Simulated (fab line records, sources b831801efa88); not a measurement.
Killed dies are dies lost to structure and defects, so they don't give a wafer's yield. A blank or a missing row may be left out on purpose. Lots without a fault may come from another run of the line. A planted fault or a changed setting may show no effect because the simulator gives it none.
One fault seen from 2 desks | flow gf180mcu | each desk has only its own numbers; what lay behind them comes last

THE METROLOGY DESK
What the gauges read, lot by lot, whatever tool the lot ran on: means of the sampled wafers that have a number. A lot is out of limits, marked OUT, if its mean lies more than 4 standard deviations from the usual mean; the brackets give that distance.
Columns: A = HV_LDD_02_OVL at GF_HV_LDD_OVL_MEAS_32, usual 0.8 nm; B = cd_nm at GF_HV_LDD_CD_MEAS_46, usual 402.6 nm; C = HV_LDD_CVD_54_THK at GF_HV_LDD_THK_MEAS_55, usual 9.99 nm
lot  | first seen here | A    | B                | C
L664 | day 11 20:52    | 1.2  | 402.4            | 10.17
L667 | day 12 22:23    | 0.7  | 400.7            | 10.02
L668 | day 13 06:54    | 0.6  | 400.5            | 9.89
L671 | day 14 07:33    | 2.4  | 418.1 (+6.2) OUT | 9.87
L672 | day 14 14:01    | 1.6  | 415.0 (+5.0) OUT | 10.05
L674 | day 15 05:12    | 0.2  | 419.9 (+6.9) OUT | 10.20
L676 | day 15 19:53    | 0.2  | 405.6            | 10.00
L680 | day 17 01:48    | 0.5  | 401.1            | 10.04
L681 | day 17 12:05    | -0.0 | 401.1            | 9.98
L683 | day 18 02:26    | -0.5 | 400.8            | 10.08
L685 | day 18 20:14    | 2.5  | 400.9            | 10.18
L686 | day 19 02:01    | 0.6  | 404.6            | 10.00
This desk's finding: out of limits on L671, L672, L674; first on L671, day 15 05:49 (cd_nm at GF_HV_LDD_CD_MEAS_46). In limits: L664, L667, L668, L676, L680, L681, L683, L685, L686.

THE TOOL OWNER'S DESK: litho_track-03
The tool's own readings at GF_HV_LDD_COAT_41 (resist thk 1000 nm): means of the sampled wafers that have a number, for each lot that ran on this tool. A lot is out of limits, marked OUT, if its mean lies more than 4 standard deviations from the usual mean; the brackets give that distance.
Columns: A = resist_line_temp_C at GF_HV_LDD_COAT_41, usual 22.99 C; B = spin_speed_rpm at GF_HV_LDD_COAT_41, usual 3000.1 rpm
lot  | first seen here | A     | B
L667 | day 13 09:13    | 22.96 | 3000.8
L668 | day 13 17:18    | 23.00 | 3001.5
L671 | day 14 18:37    | 22.95 | 4031.6 (+99 or more) OUT
L672 | day 15 00:58    | 22.97 | 4033.6 (+99 or more) OUT
L674 | day 15 16:27    | 22.92 | 4030.5 (+99 or more) OUT
L683 | day 18 14:40    | 22.92 | 3000.2
This desk's finding: out of limits on L671, L672, L674; first on L671, day 14 18:37 (spin_speed_rpm at GF_HV_LDD_COAT_41). In limits: L667, L668, L683.

PUT TOGETHER
The tool owner's desk could have raised an alarm at day 14 18:37, on L671, L672, L674.
The metrology desk could have raised an alarm at day 15 05:49, on L671, L672, L674.
Of the lots named, all ran GF_HV_LDD_COAT_41 on litho_track-03.

WHAT THE SIMULATOR HAD PUT IN
Process parameter drift: litho_track-03, from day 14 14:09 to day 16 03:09, at GF_HV_LDD_COAT_41. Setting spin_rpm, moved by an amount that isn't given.
Lots struck among those shown: L671, L672, L674.
Hours from the fault's start to each desk's first reading out of limits: the tool owner's desk, 4; the metrology desk, 16.
